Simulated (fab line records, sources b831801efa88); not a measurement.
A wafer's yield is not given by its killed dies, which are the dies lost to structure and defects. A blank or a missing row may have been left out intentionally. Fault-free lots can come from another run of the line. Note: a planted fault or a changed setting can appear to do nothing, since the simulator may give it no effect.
fab line records + flow gf180mcu
[record]
- lots = 24
- wafers = 72
- lastDay = 34
route steps=602 shown NWELL@49 POLY_GATE@168 SALICIDE@283 V1@349 V2@396 M3@423
lots that met no fault: taken from a fault-free run of the same line
startH: start of the lot's first displayed wafer, in hours after the record's first day + waitH: hours from the lot's prior step to this one + " the same as in the row above + L1.1+2: several wafers, shown together as one row + - no value, or no start given + * or withheld: withheld + < > ~ a bound
route shown NAME@n: names a module that has steps shown in the file, with the first one's number in the route + usual: mean and standard deviation over wafers with no fault + same: alike in all rows + chamber/n: place in a boat + sites: per-site readings + _std_site: how widely they spread, as a standard deviation + _edge_site: mean of outer sites minus mean of inner sites + radiusMm: for every site, how far away it sits from the centre of the wafer + mask NAME#n: copy n + behind: tool/chamber where the wafer was last shaped + hold: what put the lot on hold/how long, in hours/how the hold closed + device: whichever transistor did not switch (one of n, p or np) + end of line: tests run on the same wafers once the route is complete + where a step has no rows: the recipe by itself + killed: not the wafer's yield, but the dies lost to structure and defects at the first sort + map: per-die view of a wafer (x killed, . not killed, _ where there is no die)
set.NAME: the setting as run; set.NAME@STEP: as run at that earlier step + model.NAME: the simulator's own value behind a step, which no gauge read
steps of the route over a sample of lots; a table a step, a row a wafer
[[steps]]
[step GF_NWELL_OVL_MEAS_07]
[usual]
- NWELL_OVL = 0.1/1.7
| lot.wafer | tool       | chamber | startH | waitH | NWELL_OVL[nm] |
|-----------|------------|---------|--------|-------|---------------|
| L074.2    | overlay-01 | -       | 54.13  | -     | 0.6           |
| L074.4    | "          | -       | "      | "     | 0.4           |
| L074.6    | "          | -       | "      | "     | 2.4           |
| L075.2    | overlay-02 | -       | 60.43  | -     | -2.1          |
| L075.5    | "          | -       | "      | "     | -2.3          |
| L075.6    | "          | -       | "      | "     | -1.9          |
| L076.2    | overlay-01 | -       | 66.20  | -     | -1.8          |
| L076.3    | "          | -       | "      | "     | 0.2           |
| L076.5    | "          | -       | "      | "     | -1.2          |
| L077.3    | overlay-01 | -       | 75.33  | -     | 0.6           |
| L077.5    | "          | -       | "      | "     | 2.0           |
| L077.6    | "          | -       | "      | "     | 0.9           |
| L078.2    | overlay-02 | -       | 79.43  | -     | 0.8           |
| L078.3    | "          | -       | "      | "     | 0.4           |
| L078.5    | "          | -       | "      | "     | -0.4          |
| L079.1    | overlay-02 | -       | 83.07  | -     | 0.5           |
| L079.5    | "          | -       | "      | "     | 2.0           |
| L079.6    | "          | -       | "      | "     | 3.7           |
| L080.2    | overlay-02 | -       | 90.98  | -     | -3.4          |
| L080.3    | "          | -       | "      | "     | -1.7          |
| L080.6    | "          | -       | "      | "     | -1.9          |
| L081.1    | overlay-01 | -       | 95.45  | -     | -0.7          |
| L081.4    | "          | -       | "      | "     | -1.0          |
| L081.6    | "          | -       | "      | "     | 0.3           |
| L082.2    | overlay-01 | -       | 98.00  | -     | 2.4           |
| L082.4    | "          | -       | "      | "     | 0.0           |
| L082.5    | "          | -       | "      | "     | 0.9           |
| L083.1    | overlay-01 | -       | 104.32 | -     | 2.6           |
| L083.3    | "          | -       | "      | "     | 0.5           |
| L083.6    | "          | -       | "      | "     | 1.7           |
| L084.1    | overlay-01 | -       | 110.72 | -     | -0.9          |
| L084.2    | "          | -       | "      | "     | -0.9          |
| L084.3    | "          | -       | "      | "     | -1.0          |
| L085.1    | overlay-01 | -       | 116.07 | -     | -0.2          |
| L085.5    | "          | -       | "      | "     | 1.0           |
| L085.6    | "          | -       | "      | "     | 0.5           |
| L086.2    | overlay-02 | -       | 122.75 | -     | 0.3           |
| L086.3    | "          | -       | "      | "     | 2.0           |
| L086.5    | "          | -       | "      | "     | 0.3           |
| L087.2    | overlay-02 | -       | 127.35 | -     | -1.5          |
| L087.3    | "          | -       | "      | "     | -0.3          |
| L087.6    | "          | -       | "      | "     | -0.4          |
| L088.1    | overlay-01 | -       | 132.00 | -     | -0.8          |
| L088.2    | "          | -       | "      | "     | -0.8          |
| L088.3    | "          | -       | "      | "     | -0.3          |
| L089.1    | overlay-02 | -       | 137.02 | -     | -2.8          |
| L089.4    | "          | -       | "      | "     | -2.5          |
| L089.6    | "          | -       | "      | "     | -2.8          |
| L090.2    | overlay-02 | -       | 144.23 | -     | 1.9           |
| L090.3    | "          | -       | "      | "     | 4.0           |
| L090.6    | "          | -       | "      | "     | 2.4           |
| L091.1    | overlay-02 | -       | 147.77 | -     | 0.6           |
| L091.2    | "          | -       | "      | "     | 1.7           |
| L091.4    | "          | -       | "      | "     | 0.8           |
| L092.3    | overlay-02 | -       | 156.08 | -     | 0.3           |
| L092.5    | "          | -       | "      | "     | 1.3           |
| L092.6    | "          | -       | "      | "     | 0.0           |
| L093.1    | overlay-02 | -       | 159.17 | -     | -0.7          |
| L093.3    | "          | -       | "      | "     | -0.9          |
| L093.6    | "          | -       | "      | "     | -1.7          |
| L094.4    | overlay-02 | -       | 164.54 | -     | -0.5          |
| L094.5    | "          | -       | "      | "     | -2.3          |
| L094.6    | "          | -       | "      | "     | -2.1          |
| L095.3    | overlay-01 | -       | 171.33 | -     | 3.8           |
| L095.5    | "          | -       | "      | "     | 2.7           |
| L095.6    | "          | -       | "      | "     | 2.1           |
| L096.1    | overlay-02 | -       | 176.32 | -     | -0.3          |
| L096.3    | "          | -       | "      | "     | -1.2          |
| L096.6    | "          | -       | "      | "     | 0.2           |
| L097.1    | overlay-01 | -       | 182.67 | -     | 2.9           |
| L097.2    | "          | -       | "      | "     | 2.4           |
| L097.4    | "          | -       | "      | "     | 3.0           |
[step GF_POLY_GATE_OVL_MEAS_11]
[usual]
- POLY_GATE_OVL = -1/5.8
| lot.wafer | tool       | chamber | startH | waitH | POLY_GATE_OVL[nm] |
|-----------|------------|---------|--------|-------|-------------------|
| L074.2    | overlay-01 | -       | 196.37 | 0.1   | -17               |
| L074.4    | "          | -       | "      | "     | -12               |
| L074.6    | "          | -       | "      | "     | -14               |
| L075.2    | overlay-01 | -       | 202.52 | 0.1   | -6                |
| L075.5    | "          | -       | "      | "     | 8                 |
| L075.6    | "          | -       | "      | "     | -2                |
| L076.2    | overlay-02 | -       | 210.38 | 0.1   | 8                 |
| L076.3    | "          | -       | "      | "     | 0                 |
| L076.5    | "          | -       | "      | "     | 0                 |
| L077.3    | overlay-01 | -       | 223.38 | 0.1   | -6                |
| L077.5    | "          | -       | "      | "     | -6                |
| L077.6    | "          | -       | "      | "     | -7                |
| L078.2    | overlay-02 | -       | 229.12 | 0.1   | 2                 |
| L078.3    | "          | -       | "      | "     | 4                 |
| L078.5    | "          | -       | "      | "     | 6                 |
| L079.1    | overlay-02 | -       | 236.01 | 0.1   | 3                 |
| L079.5    | "          | -       | "      | "     | 8                 |
| L079.6    | "          | -       | "      | "     | 2                 |
| L080.2    | overlay-02 | -       | 245.39 | 0.1   | 4                 |
| L080.3    | "          | -       | "      | "     | 6                 |
| L080.6    | "          | -       | "      | "     | 7                 |
| L081.1    | overlay-02 | -       | 248.24 | 0.1   | -8                |
| L081.4    | "          | -       | "      | "     | -5                |
| L081.6    | "          | -       | "      | "     | -5                |
| L082.2    | overlay-02 | -       | 255.47 | 0.1   | 5                 |
| L082.4    | "          | -       | "      | "     | 1                 |
| L082.5    | "          | -       | "      | "     | 0                 |
| L083.1    | overlay-02 | -       | 263.91 | 0.1   | -7                |
| L083.3    | "          | -       | "      | "     | -12               |
| L083.6    | "          | -       | "      | "     | -13               |
| L084.1    | overlay-01 | -       | 272.19 | 0.1   | 5                 |
| L084.2    | "          | -       | "      | "     | 2                 |
| L084.3    | "          | -       | "      | "     | 6                 |
| L085.1    | overlay-02 | -       | 276.51 | 0.1   | 0                 |
| L085.5    | "          | -       | "      | "     | -3                |
| L085.6    | "          | -       | "      | "     | -17               |
| L086.2    | overlay-01 | -       | 286.78 | 0.1   | 4                 |
| L086.3    | "          | -       | "      | "     | -1                |
| L086.5    | "          | -       | "      | "     | -2                |
| L087.2    | overlay-01 | -       | 291.78 | 0.1   | -1                |
| L087.3    | "          | -       | "      | "     | -5                |
| L087.6    | "          | -       | "      | "     | -4                |
| L088.1    | overlay-02 | -       | 297.19 | 0.1   | 2                 |
| L088.2    | "          | -       | "      | "     | -2                |
| L088.3    | "          | -       | "      | "     | 1                 |
| L089.1    | overlay-01 | -       | 306.82 | 0.1   | -8                |
| L089.4    | "          | -       | "      | "     | -7                |
| L089.6    | "          | -       | "      | "     | -5                |
| L090.2    | overlay-01 | -       | 313.12 | 0.1   | 3                 |
| L090.3    | "          | -       | "      | "     | -4                |
| L090.6    | "          | -       | "      | "     | 5                 |
| L091.1    | overlay-02 | -       | 320.92 | 0.1   | -7                |
| L091.2    | "          | -       | "      | "     | 2                 |
| L091.4    | "          | -       | "      | "     | -3                |
| L092.3    | overlay-02 | -       | 330.02 | 0.1   | -11               |
| L092.5    | "          | -       | "      | "     | -6                |
| L092.6    | "          | -       | "      | "     | -8                |
| L093.1    | overlay-01 | -       | 336.31 | 0.1   | 4                 |
| L093.3    | "          | -       | "      | "     | 12                |
| L093.6    | "          | -       | "      | "     | 6                 |
| L094.4    | overlay-02 | -       | 342.31 | 0.1   | 5                 |
| L094.5    | "          | -       | "      | "     | 5                 |
| L094.6    | "          | -       | "      | "     | 3                 |
| L095.3    | overlay-02 | -       | 351.10 | 0.1   | 5                 |
| L095.5    | "          | -       | "      | "     | -2                |
| L095.6    | "          | -       | "      | "     | 2                 |
| L096.1    | overlay-01 | -       | 358.76 | 0.1   | 2                 |
| L096.3    | "          | -       | "      | "     | 2                 |
| L096.6    | "          | -       | "      | "     | -8                |
| L097.1    | overlay-02 | -       | 367.11 | 0.1   | -1                |
| L097.2    | "          | -       | "      | "     | -7                |
| L097.4    | "          | -       | "      | "     | -3                |
[step GF_SALICIDE_THK_MEAS_05]
[recipe]
- thkMeasGauge = xrf
- reads = TiN_of_SALICIDE_SPUTTER_03
[usual]
- SALICIDE_TIN_THK = 20.34/0.28
| lot.wafer | tool         | chamber | startH | waitH | SALICIDE_TIN_THK[nm] |
|-----------|--------------|---------|--------|-------|----------------------|
| L074.2    | filmMetro-03 | -       | 339.14 | 0.1   | 20.32                |
| L074.4    | "            | -       | "      | "     | 20.11                |
| L074.6    | "            | -       | "      | "     | 19.93                |
| L075.2    | filmMetro-04 | -       | 349.70 | 0.1   | 20.16                |
| L075.5    | "            | -       | "      | "     | 20.66                |
| L075.6    | "            | -       | "      | "     | 20.40                |
| L076.2    | filmMetro-01 | -       | 359.44 | 0.1   | 20.46                |
| L076.3    | "            | -       | "      | "     | 20.37                |
| L076.5    | "            | -       | "      | "     | 20.31                |
| L077.3    | filmMetro-01 | -       | 372.44 | 0.1   | 20.52                |
| L077.5    | "            | -       | "      | "     | 20.15                |
| L077.6    | "            | -       | "      | "     | 20.64                |
| L078.2    | filmMetro-03 | -       | 382.64 | 0.1   | 20.65                |
| L078.3    | "            | -       | "      | "     | 20.27                |
| L078.5    | "            | -       | "      | "     | 20.84                |
| L079.1    | filmMetro-04 | -       | 389.23 | 0.1   | 20.47                |
| L079.5    | "            | -       | "      | "     | 20.45                |
| L079.6    | "            | -       | "      | "     | 20.51                |
| L080.2    | filmMetro-04 | -       | 402.68 | 0.1   | 19.99                |
| L080.3    | "            | -       | "      | "     | 20.27                |
| L080.6    | "            | -       | "      | "     | 20.10                |
| L081.1    | filmMetro-04 | -       | 404.56 | 0.1   | 20.77                |
| L081.4    | "            | -       | "      | "     | 20.47                |
| L081.6    | "            | -       | "      | "     | 20.08                |
| L082.2    | filmMetro-01 | -       | 418.98 | 0.1   | 20.12                |
| L082.4    | "            | -       | "      | "     | 20.34                |
| L082.5    | "            | -       | "      | "     | 20.30                |
| L083.1    | filmMetro-01 | -       | 424.51 | 0.1   | 20.12                |
| L083.3    | "            | -       | "      | "     | 20.46                |
| L083.6    | "            | -       | "      | "     | 20.43                |
| L084.1    | filmMetro-03 | -       | 433.08 | 0.1   | 20.08                |
| L084.2    | "            | -       | "      | "     | 20.69                |
| L084.3    | "            | -       | "      | "     | 19.97                |
| L085.1    | filmMetro-01 | -       | 442.17 | 0.1   | 20.49                |
| L085.5    | "            | -       | "      | "     | 20.10                |
| L085.6    | "            | -       | "      | "     | 20.02                |
| L086.2    | filmMetro-01 | -       | 454.15 | 0.1   | 20.26                |
| L086.3    | "            | -       | "      | "     | 20.37                |
| L086.5    | "            | -       | "      | "     | 20.94                |
| L087.2    | filmMetro-03 | -       | 457.61 | 0.1   | 20.12                |
| L087.3    | "            | -       | "      | "     | 19.54                |
| L087.6    | "            | -       | "      | "     | 19.94                |
| L088.1    | filmMetro-04 | -       | 465.85 | 0.1   | 19.99                |
| L088.2    | "            | -       | "      | "     | 20.06                |
| L088.3    | "            | -       | "      | "     | 20.27                |
| L089.1    | filmMetro-01 | -       | 475.52 | 0.1   | 20.83                |
| L089.4    | "            | -       | "      | "     | 20.30                |
| L089.6    | "            | -       | "      | "     | 20.63                |
| L090.2    | filmMetro-04 | -       | 484.92 | 0.1   | 20.66                |
| L090.3    | "            | -       | "      | "     | 20.09                |
| L090.6    | "            | -       | "      | "     | 20.02                |
| L091.1    | filmMetro-01 | -       | 493.17 | 0.1   | 20.99                |
| L091.2    | "            | -       | "      | "     | 20.32                |
| L091.4    | "            | -       | "      | "     | 21.07                |
| L092.3    | filmMetro-01 | -       | 502.64 | 0.1   | 20.68                |
| L092.5    | "            | -       | "      | "     | 20.27                |
| L092.6    | "            | -       | "      | "     | 20.37                |
| L093.1    | filmMetro-01 | -       | 510.71 | 0.1   | 20.20                |
| L093.3    | "            | -       | "      | "     | 20.30                |
| L093.6    | "            | -       | "      | "     | 20.24                |
| L094.4    | filmMetro-01 | -       | 516.09 | 0.1   | 20.48                |
| L094.5    | "            | -       | "      | "     | 20.35                |
| L094.6    | "            | -       | "      | "     | 20.63                |
| L095.3    | filmMetro-01 | -       | 526.03 | 0.1   | 20.47                |
| L095.5    | "            | -       | "      | "     | 20.40                |
| L095.6    | "            | -       | "      | "     | 20.13                |
| L096.1    | filmMetro-01 | -       | 532.74 | 0.1   | 20.38                |
| L096.3    | "            | -       | "      | "     | 20.67                |
| L096.6    | "            | -       | "      | "     | 20.45                |
| L097.1    | filmMetro-04 | -       | 542.23 | 0.1   | 20.58                |
| L097.2    | "            | -       | "      | "     | 19.92                |
| L097.4    | "            | -       | "      | "     | 20.10                |
[step GF_V1_CD_MEAS_14]
[recipe]
- targetCdNm = 260
[usual]
- cdNm = 259.9/1.3
| lot.wafer | tool     | chamber | startH | waitH | cdNm  |
|-----------|----------|---------|--------|-------|-------|
| L074.2    | cdSem-02 | -       | 410.84 | 0.1   | 259.8 |
| L074.4    | "        | -       | "      | "     | 259.5 |
| L074.6    | "        | -       | "      | "     | 259.6 |
| L075.2    | cdSem-02 | -       | 423.57 | 0.1   | 257.9 |
| L075.5    | "        | -       | "      | "     | 259.4 |
| L075.6    | "        | -       | "      | "     | 260.2 |
| L076.2    | cdSem-02 | -       | 434.04 | 0.1   | 259.2 |
| L076.3    | "        | -       | "      | "     | 259.1 |
| L076.5    | "        | -       | "      | "     | 258.8 |
| L077.3    | cdSem-02 | -       | 447.26 | 0.1   | 258.2 |
| L077.5    | "        | -       | "      | "     | 257.8 |
| L077.6    | "        | -       | "      | "     | 258.0 |
| L078.2    | cdSem-02 | -       | 459.09 | 0.1   | 258.0 |
| L078.3    | "        | -       | "      | "     | 259.6 |
| L078.5    | "        | -       | "      | "     | 258.7 |
| L079.1    | cdSem-02 | -       | 465.22 | 0.1   | 260.4 |
| L079.5    | "        | -       | "      | "     | 260.1 |
| L079.6    | "        | -       | "      | "     | 260.7 |
| L080.2    | cdSem-01 | -       | 481.59 | 0.1   | 261.7 |
| L080.3    | "        | -       | "      | "     | 262.4 |
| L080.6    | "        | -       | "      | "     | 262.6 |
| L081.1    | cdSem-02 | -       | 481.87 | 0.1   | 259.4 |
| L081.4    | "        | -       | "      | "     | 259.7 |
| L081.6    | "        | -       | "      | "     | 259.6 |
| L082.2    | cdSem-01 | -       | 495.73 | 0.1   | 258.4 |
| L082.4    | "        | -       | "      | "     | 258.8 |
| L082.5    | "        | -       | "      | "     | 259.0 |
| L083.1    | cdSem-02 | -       | 501.30 | 0.1   | 261.4 |
| L083.3    | "        | -       | "      | "     | 260.8 |
| L083.6    | "        | -       | "      | "     | 259.5 |
| L084.1    | cdSem-02 | -       | 509.71 | 0.1   | 261.4 |
| L084.2    | "        | -       | "      | "     | 262.2 |
| L084.3    | "        | -       | "      | "     | 262.0 |
| L085.1    | cdSem-02 | -       | 518.65 | 0.1   | 259.8 |
| L085.5    | "        | -       | "      | "     | 259.4 |
| L085.6    | "        | -       | "      | "     | 258.7 |
| L086.2    | cdSem-02 | -       | 530.43 | 0.1   | 257.6 |
| L086.3    | "        | -       | "      | "     | 259.0 |
| L086.5    | "        | -       | "      | "     | 259.0 |
| L087.2    | cdSem-01 | -       | 532.54 | 0.1   | 261.3 |
| L087.3    | "        | -       | "      | "     | 261.6 |
| L087.6    | "        | -       | "      | "     | 259.8 |
| L088.1    | cdSem-02 | -       | 541.52 | 0.1   | 261.0 |
| L088.2    | "        | -       | "      | "     | 260.6 |
| L088.3    | "        | -       | "      | "     | 261.0 |
| L089.1    | cdSem-02 | -       | 549.50 | 0.3   | 260.8 |
| L089.4    | "        | -       | "      | "     | 259.1 |
| L089.6    | "        | -       | "      | "     | 260.9 |
| L090.2    | cdSem-01 | -       | 558.83 | 0.1   | 262.3 |
| L090.3    | "        | -       | "      | "     | 262.9 |
| L090.6    | "        | -       | "      | "     | 261.7 |
| L091.1    | cdSem-02 | -       | 566.51 | 0.1   | 258.9 |
| L091.2    | "        | -       | "      | "     | 260.5 |
| L091.4    | "        | -       | "      | "     | 260.2 |
| L092.3    | cdSem-01 | -       | 574.91 | 0.1   | 262.6 |
| L092.5    | "        | -       | "      | "     | 262.0 |
| L092.6    | "        | -       | "      | "     | 260.8 |
| L093.1    | cdSem-02 | -       | 582.90 | 0.1   | 261.2 |
| L093.3    | "        | -       | "      | "     | 259.5 |
| L093.6    | "        | -       | "      | "     | 260.1 |
| L094.4    | cdSem-02 | -       | 585.83 | 0.1   | 260.4 |
| L094.5    | "        | -       | "      | "     | 259.5 |
| L094.6    | "        | -       | "      | "     | 259.1 |
| L095.3    | cdSem-02 | -       | 595.80 | 0.1   | 259.9 |
| L095.5    | "        | -       | "      | "     | 259.5 |
| L095.6    | "        | -       | "      | "     | 259.7 |
| L096.1    | cdSem-01 | -       | 602.71 | 0.1   | 260.8 |
| L096.3    | "        | -       | "      | "     | 260.3 |
| L096.6    | "        | -       | "      | "     | 259.5 |
| L097.1    | cdSem-02 | -       | 611.55 | 0.1   | 259.1 |
| L097.2    | "        | -       | "      | "     | 259.3 |
| L097.4    | "        | -       | "      | "     | 258.7 |
[step GF_V2_CD_MEAS_14]
[recipe]
- targetCdNm = 260
[usual]
- cdNm = 260.2/1.4
| lot.wafer | tool     | chamber | startH | waitH | cdNm  |
|-----------|----------|---------|--------|-------|-------|
| L074.2    | cdSem-02 | -       | 462.61 | 0.1   | 261.2 |
| L074.4    | "        | -       | "      | "     | 262.4 |
| L074.6    | "        | -       | "      | "     | 261.3 |
| L075.2    | cdSem-01 | -       | 477.01 | 0.1   | 259.1 |
| L075.5    | "        | -       | "      | "     | 259.6 |
| L075.6    | "        | -       | "      | "     | 258.7 |
| L076.2    | cdSem-02 | -       | 486.99 | 0.1   | 261.7 |
| L076.3    | "        | -       | "      | "     | 260.5 |
| L076.5    | "        | -       | "      | "     | 259.4 |
| L077.3    | cdSem-02 | -       | 499.53 | 0.1   | 260.5 |
| L077.5    | "        | -       | "      | "     | 260.1 |
| L077.6    | "        | -       | "      | "     | 260.2 |
| L078.2    | cdSem-02 | -       | 510.72 | 0.1   | 260.6 |
| L078.3    | "        | -       | "      | "     | 260.4 |
| L078.5    | "        | -       | "      | "     | 260.8 |
| L079.1    | cdSem-01 | -       | 517.05 | 0.1   | 260.0 |
| L079.5    | "        | -       | "      | "     | 259.2 |
| L079.6    | "        | -       | "      | "     | 258.2 |
| L080.2    | cdSem-02 | -       | 531.07 | 0.1   | 262.6 |
| L080.3    | "        | -       | "      | "     | 262.7 |
| L080.6    | "        | -       | "      | "     | 263.6 |
| L081.1    | cdSem-01 | -       | 531.40 | 0.1   | 259.0 |
| L081.4    | "        | -       | "      | "     | 259.9 |
| L081.6    | "        | -       | "      | "     | 258.4 |
| L082.2    | cdSem-01 | -       | 546.24 | 0.1   | 263.0 |
| L082.4    | "        | -       | "      | "     | 261.5 |
| L082.5    | "        | -       | "      | "     | 263.2 |
| L083.1    | cdSem-02 | -       | 549.65 | 0.1   | 259.5 |
| L083.3    | "        | -       | "      | "     | 258.9 |
| L083.6    | "        | -       | "      | "     | 259.5 |
| L084.1    | cdSem-02 | -       | 558.54 | 0.1   | 263.4 |
| L084.2    | "        | -       | "      | "     | 263.1 |
| L084.3    | "        | -       | "      | "     | 262.2 |
| L085.1    | cdSem-01 | -       | 567.14 | 0.1   | 259.5 |
| L085.5    | "        | -       | "      | "     | 259.5 |
| L085.6    | "        | -       | "      | "     | 259.9 |
| L086.2    | cdSem-01 | -       | 577.82 | 0.1   | 260.6 |
| L086.3    | "        | -       | "      | "     | 261.0 |
| L086.5    | "        | -       | "      | "     | 260.6 |
| L087.2    | cdSem-01 | -       | 580.31 | 0.1   | 259.0 |
| L087.3    | "        | -       | "      | "     | 258.9 |
| L087.6    | "        | -       | "      | "     | 260.2 |
| L088.1    | cdSem-02 | -       | 589.12 | 0.1   | 260.4 |
| L088.2    | "        | -       | "      | "     | 259.6 |
| L088.3    | "        | -       | "      | "     | 260.7 |
| L089.1    | cdSem-01 | -       | 595.84 | 0.1   | 258.3 |
| L089.4    | "        | -       | "      | "     | 259.5 |
| L089.6    | "        | -       | "      | "     | 259.2 |
| L090.2    | cdSem-02 | -       | 605.27 | 0.1   | 260.6 |
| L090.3    | "        | -       | "      | "     | 260.0 |
| L090.6    | "        | -       | "      | "     | 259.6 |
| L091.1    | cdSem-01 | -       | 612.80 | 0.1   | 261.2 |
| L091.2    | "        | -       | "      | "     | 261.1 |
| L091.4    | "        | -       | "      | "     | 261.3 |
| L092.3    | cdSem-01 | -       | 621.06 | 0.1   | 260.2 |
| L092.5    | "        | -       | "      | "     | 260.9 |
| L092.6    | "        | -       | "      | "     | 259.3 |
| L093.1    | cdSem-01 | -       | 627.31 | 0.1   | 260.7 |
| L093.3    | "        | -       | "      | "     | 259.1 |
| L093.6    | "        | -       | "      | "     | 259.4 |
| L094.4    | cdSem-02 | -       | 630.22 | 0.1   | 257.6 |
| L094.5    | "        | -       | "      | "     | 258.3 |
| L094.6    | "        | -       | "      | "     | 257.4 |
| L095.3    | cdSem-01 | -       | 640.04 | 0.1   | 259.4 |
| L095.5    | "        | -       | "      | "     | 261.4 |
| L095.6    | "        | -       | "      | "     | 260.8 |
| L096.1    | cdSem-01 | -       | 646.81 | 0.1   | 260.1 |
| L096.3    | "        | -       | "      | "     | 260.7 |
| L096.6    | "        | -       | "      | "     | 259.5 |
| L097.1    | cdSem-01 | -       | 655.70 | 0.1   | 259.7 |
| L097.2    | "        | -       | "      | "     | 259.6 |
| L097.4    | "        | -       | "      | "     | 259.7 |
[step GF_M3_CD_MEAS_14]
[recipe]
- targetCdNm = 280
[usual]
- cdNm = 279.6/1.3
| lot.wafer | tool     | chamber | startH | waitH | cdNm  |
|-----------|----------|---------|--------|-------|-------|
| L074.2    | cdSem-01 | -       | 488.68 | 0.1   | 278.2 |
| L074.4    | "        | -       | "      | "     | 278.7 |
| L074.6    | "        | -       | "      | "     | 278.7 |
| L075.2    | cdSem-02 | -       | 502.79 | 0.1   | 280.9 |
| L075.5    | "        | -       | "      | "     | 281.9 |
| L075.6    | "        | -       | "      | "     | 281.8 |
| L076.2    | cdSem-02 | -       | 512.58 | 0.1   | 279.6 |
| L076.3    | "        | -       | "      | "     | 280.9 |
| L076.5    | "        | -       | "      | "     | 279.4 |
| L077.3    | cdSem-01 | -       | 524.61 | 0.1   | 279.7 |
| L077.5    | "        | -       | "      | "     | 279.0 |
| L077.6    | "        | -       | "      | "     | 279.9 |
| L078.2    | cdSem-01 | -       | 535.63 | 0.1   | 279.6 |
| L078.3    | "        | -       | "      | "     | 281.5 |
| L078.5    | "        | -       | "      | "     | 281.2 |
| L079.1    | cdSem-02 | -       | 542.21 | 0.1   | 280.1 |
| L079.5    | "        | -       | "      | "     | 279.4 |
| L079.6    | "        | -       | "      | "     | 279.5 |
| L080.2    | cdSem-01 | -       | 555.11 | 0.1   | 278.4 |
| L080.3    | "        | -       | "      | "     | 279.4 |
| L080.6    | "        | -       | "      | "     | 278.9 |
| L081.1    | cdSem-02 | -       | 555.31 | 0.1   | 279.3 |
| L081.4    | "        | -       | "      | "     | 278.4 |
| L081.6    | "        | -       | "      | "     | 279.2 |
| L082.2    | cdSem-01 | -       | 569.84 | 0.1   | 280.4 |
| L082.4    | "        | -       | "      | "     | 280.8 |
| L082.5    | "        | -       | "      | "     | 279.1 |
| L083.1    | cdSem-02 | -       | 573.92 | 0.1   | 277.2 |
| L083.3    | "        | -       | "      | "     | 277.7 |
| L083.6    | "        | -       | "      | "     | 277.3 |
| L084.1    | cdSem-02 | -       | 582.44 | 0.1   | 280.9 |
| L084.2    | "        | -       | "      | "     | 279.9 |
| L084.3    | "        | -       | "      | "     | 280.2 |
| L085.1    | cdSem-02 | -       | 590.79 | 0.1   | 278.3 |
| L085.5    | "        | -       | "      | "     | 278.8 |
| L085.6    | "        | -       | "      | "     | 277.2 |
| L086.2    | cdSem-01 | -       | 600.88 | 0.1   | 281.7 |
| L086.3    | "        | -       | "      | "     | 281.4 |
| L086.5    | "        | -       | "      | "     | 281.9 |
| L087.2    | cdSem-02 | -       | 603.39 | 0.1   | 281.8 |
| L087.3    | "        | -       | "      | "     | 281.2 |
| L087.6    | "        | -       | "      | "     | 281.9 |
| L088.1    | cdSem-01 | -       | 611.66 | 0.1   | 278.7 |
| L088.2    | "        | -       | "      | "     | 277.7 |
| L088.3    | "        | -       | "      | "     | 278.8 |
| L089.1    | cdSem-01 | -       | 618.61 | 0.1   | 279.0 |
| L089.4    | "        | -       | "      | "     | 279.1 |
| L089.6    | "        | -       | "      | "     | 279.5 |
| L090.2    | cdSem-01 | -       | 627.66 | 0.1   | 278.9 |
| L090.3    | "        | -       | "      | "     | 279.9 |
| L090.6    | "        | -       | "      | "     | 279.0 |
| L091.1    | cdSem-02 | -       | 634.99 | 0.1   | 281.0 |
| L091.2    | "        | -       | "      | "     | 281.4 |
| L091.4    | "        | -       | "      | "     | 280.0 |
| L092.3    | cdSem-01 | -       | 643.30 | 0.1   | 280.1 |
| L092.5    | "        | -       | "      | "     | 279.3 |
| L092.6    | "        | -       | "      | "     | 280.9 |
| L093.1    | cdSem-02 | -       | 649.24 | 0.1   | 278.6 |
| L093.3    | "        | -       | "      | "     | 278.8 |
| L093.6    | "        | -       | "      | "     | 279.4 |
| L094.4    | cdSem-02 | -       | 651.82 | 0.1   | 280.1 |
| L094.5    | "        | -       | "      | "     | 279.9 |
| L094.6    | "        | -       | "      | "     | 279.9 |
| L095.3    | cdSem-01 | -       | 661.78 | 0.1   | 278.7 |
| L095.5    | "        | -       | "      | "     | 278.3 |
| L095.6    | "        | -       | "      | "     | 278.3 |
| L096.1    | cdSem-02 | -       | 667.86 | 0.1   | 281.6 |
| L096.3    | "        | -       | "      | "     | 281.9 |
| L096.6    | "        | -       | "      | "     | 280.8 |
| L097.1    | cdSem-02 | -       | 676.94 | 0.1   | 279.4 |
| L097.2    | "        | -       | "      | "     | 278.5 |
| L097.4    | "        | -       | "      | "     | 277.8 |
[[key]]
fault none
